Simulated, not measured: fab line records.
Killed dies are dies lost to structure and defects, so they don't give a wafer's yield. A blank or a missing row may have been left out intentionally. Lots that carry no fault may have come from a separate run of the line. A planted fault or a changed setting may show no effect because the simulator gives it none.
Matching of chambers | flow gf180mcu | GF_PASSIVATION_CVD_02 on pecvd-01: 3 sister chambers
The step deposits Si3N4, target thk 700 nm, time 486.18 s. 16 wafers are shown with their chamber, then 8 later ones without.

== WAFERS PAIRED WITH THEIR CHAMBERS ==
wafer  | chamber | heater power outer w (W) | heater power w (W)
L183.2 | 0       | 585                      | 939
L183.3 | 2       | 321                      | 534
L183.5 | 1       | 393                      | 626
L184.1 | 2       | 316                      | 516
L184.2 | 0       | 588                      | 901
L184.4 | 0       | 600                      | 936
L186.1 | 0       | 613                      | 930
L186.2 | 1       | 430                      | 682
L186.5 | 1       | 457                      | 719
L187.1 | 1       | 414                      | 681
L187.4 | 2       | 296                      | 517
L187.5 | 0       | 476                      | 733
L193.1 | 0       | 565                      | 895
L193.2 | 2       | 343                      | 575
L193.4 | 2       | 256                      | 449
L195.3 | 0       | 556                      | 909

SIGNATURES (means of the wafers above)
reading              | chamber 0 | chamber 1 | chamber 2 | scatter within a chamber
heater power outer w | 569.00    | 423.50    | 306.40    | 38.1
heater power w       | 891.86    | 677.00    | 518.20    | 58.1
Rule: for each reading, subtract the chamber's mean from the wafer's reading, divide by that reading's scatter and square the result; add these up over the readings and take the root, which gives the wafer's distance from the chamber. The wafer belongs to the nearest chamber; if the next one is less than 2 further off, it can't be placed. The scatter is the square root of a quotient: the sum, over the shown wafers, of each reading's squared deviation from its chamber's mean, divided by wafers minus chambers.

== WAFERS WITHOUT THEIR CHAMBER ==
wafer  | heater power outer w (W) | heater power w (W)
L195.4 | 434                      | 686
L195.5 | 581                      | 953
L197.1 | 591                      | 914
L197.2 | 305                      | 521
L197.6 | 382                      | 640
L198.1 | 595                      | 939
L198.2 | 280                      | 486
L198.6 | 317                      | 522

== THE CHAMBER EACH PASSED THROUGH ==
wafer  | from the rows above     | in truth
L195.4 | 1                       | 1
L195.5 | 0                       | 0
L197.1 | 0                       | 0
L197.2 | 2                       | 2
L197.6 | can't be placed: 1 or 2 | 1
L198.1 | 0                       | 0
L198.2 | 2                       | 2
L198.6 | 2                       | 2
Placed correctly: 7 of 8. Not placeable from these rows: 1 (in 1, the candidates include the true chamber). Number placed wrongly: 0.
